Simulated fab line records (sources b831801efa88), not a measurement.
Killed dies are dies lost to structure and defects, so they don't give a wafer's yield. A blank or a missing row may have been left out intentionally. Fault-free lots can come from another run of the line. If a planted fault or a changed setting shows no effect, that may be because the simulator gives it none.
Matching of chambers ; flow gf180mcu ; GF_STI_ETCH_14 on rie_si-02 has 4 sister chambers
The step etches Si in HBr/Cl2/O2, target depth 360 nm, time 102.9 s. 4 wafers are shown with their chamber, then 12 later ones without.

== EACH WAFER AND ITS CHAMBER ==
wafer;chamber;drypump_motor_current_A (A)
L084.1;0;5.5
L090.1;1;6.0
L090.4;3;5.7
L090.6;2;6.3

== WAFERS WITHOUT THEIR CHAMBER ==
wafer;drypump_motor_current_A (A)
L092.3;5.5
L092.4;6.0
L092.5;5.7
L094.1;6.2
L094.2;5.7
L094.3;5.5
L095.2;5.5
L095.4;5.7
L095.6;5.5
L096.1;5.7
L096.4;6.2
L096.6;6.0

== THE CHAMBER EACH PASSED THROUGH ==
wafer;from the rows above;in truth
L092.3;0;0
L092.4;1;1
L092.5;3;3
L094.1;2;2
L094.2;3;3
L094.3;0;0
L095.2;0;0
L095.4;3;3
L095.6;0;0
L096.1;3;3
L096.4;2;2
L096.6;1;1
Placed correctly: 12 of 12. Number that these rows cannot place: 0. Number placed wrongly: 0.
How it was worked out, from the rows above alone: a wafer's distance from a chamber is the root of the sum, over the readings, of the square of ((its reading less the chamber's mean) divided by the reading's scatter). If the next closest chamber is less than 2 further off than the closest, the wafer can't be placed; otherwise it belongs to the closest. A chamber's mean is the mean of its shown wafers. The scatter: with one shown wafer a chamber, the root of the mean of the squares of how far each hidden wafer lies from its nearest shown one.
